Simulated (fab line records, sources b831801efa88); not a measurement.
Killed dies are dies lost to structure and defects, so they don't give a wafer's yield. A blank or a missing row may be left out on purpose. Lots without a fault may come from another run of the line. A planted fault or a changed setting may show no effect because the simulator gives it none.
One fault seen from 2 desks | flow sky130 | each desk has only its own numbers; what lay behind them comes last

THE METROLOGY DESK
What the gauges read, lot by lot, whatever tool the lot ran on: means of the sampled wafers that have a number. A lot is out of limits, marked OUT, if its mean lies more than 4 standard deviations from the usual mean; the brackets give that distance.
Columns: A = GATE_OXIDE_OVL at SKY_GATE_OXIDE_OVL_MEAS_10, usual -1.2 nm; B = GATE_OXIDE_TW at SKY_GATE_OXIDE_TW_MEAS_14, usual 225.9
lot  | first seen here | A    | B
L985 | day 17 16:47    | -2.8 | 225.4
L988 | day 19 14:46    | 0.4  | 224.2
L989 | day 20 08:31    | -1.2 | 224.4
L993 | day 21 02:00    | -1.2 | 224.2
L996 | day 22 02:45    | -0.0 | 223.6
L997 | day 22 07:14    | -1.5 | 228.0
This desk's finding: nothing out of limits on any of the 6 lots.

THE TOOL OWNER'S DESK: furnace-01
The tool's own readings at SKY_GATE_OXIDE_OXIDATION_16 (stabilise 600 s, purge 300 s, target thk 3.57 nm): means of the sampled wafers that have a number, for each lot that ran on this tool. A lot is out of limits, marked OUT, if its mean lies more than 4 standard deviations from the usual mean; the brackets give that distance.
Columns: A = spike_tc_centre_C at SKY_GATE_OXIDE_OXIDATION_16, usual 801.3 C; B = spike_tc_lower_C at SKY_GATE_OXIDE_OXIDATION_16, usual 800.8 C; C = spike_tc_upper_C at SKY_GATE_OXIDE_OXIDATION_16, usual 800.2 C; D = tube_center_temp_C at SKY_GATE_OXIDE_OXIDATION_16, usual 799.98 C; E = tube_center_temp_C_max at SKY_GATE_OXIDE_OXIDATION_16, usual 802.0; F = zone_power_centre_pct at SKY_GATE_OXIDE_OXIDATION_16, usual 17.3 %
lot  | first seen here | A                | B               | C                | D                        | E               | F
L985 | day 17 17:17    | 800.1            | 800.7           | 800.0            | 799.97                   | 801.8           | 19.3
L989 | day 20 09:40    | 789.4 (-6.3) OUT | 789.8 (-11) OUT | 790.3 (-8.3) OUT | 789.58 (-99 or more) OUT | 791.4 (-30) OUT | 18.8
L993 | day 21 02:29    | 788.4 (-6.8) OUT | 790.2 (-11) OUT | 791.4 (-7.3) OUT | 789.58 (-99 or more) OUT | 791.7 (-29) OUT | 18.9
This desk's finding: out of limits on L989, L993; first on L989, day 20 09:40 (spike_tc_centre_C at SKY_GATE_OXIDE_OXIDATION_16). In limits: L985.

PUT TOGETHER
The tool owner's desk could have raised an alarm at day 20 09:40, on L989, L993.
The metrology desk saw nothing out of limits.
The metrology desk has L989, L993 on record, within its limits.
Of the lots named, all ran SKY_GATE_OXIDE_OXIDATION_16 on furnace-01.

WHAT THE SIMULATOR HAD PUT IN
Process parameter drift: furnace-01, from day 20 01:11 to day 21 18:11, at SKY_GATE_OXIDE_OXIDATION_16. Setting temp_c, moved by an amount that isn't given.
Lots struck among those shown: L989, L993.
Hours from the fault's start to each desk's first reading out of limits: the tool owner's desk, 8.
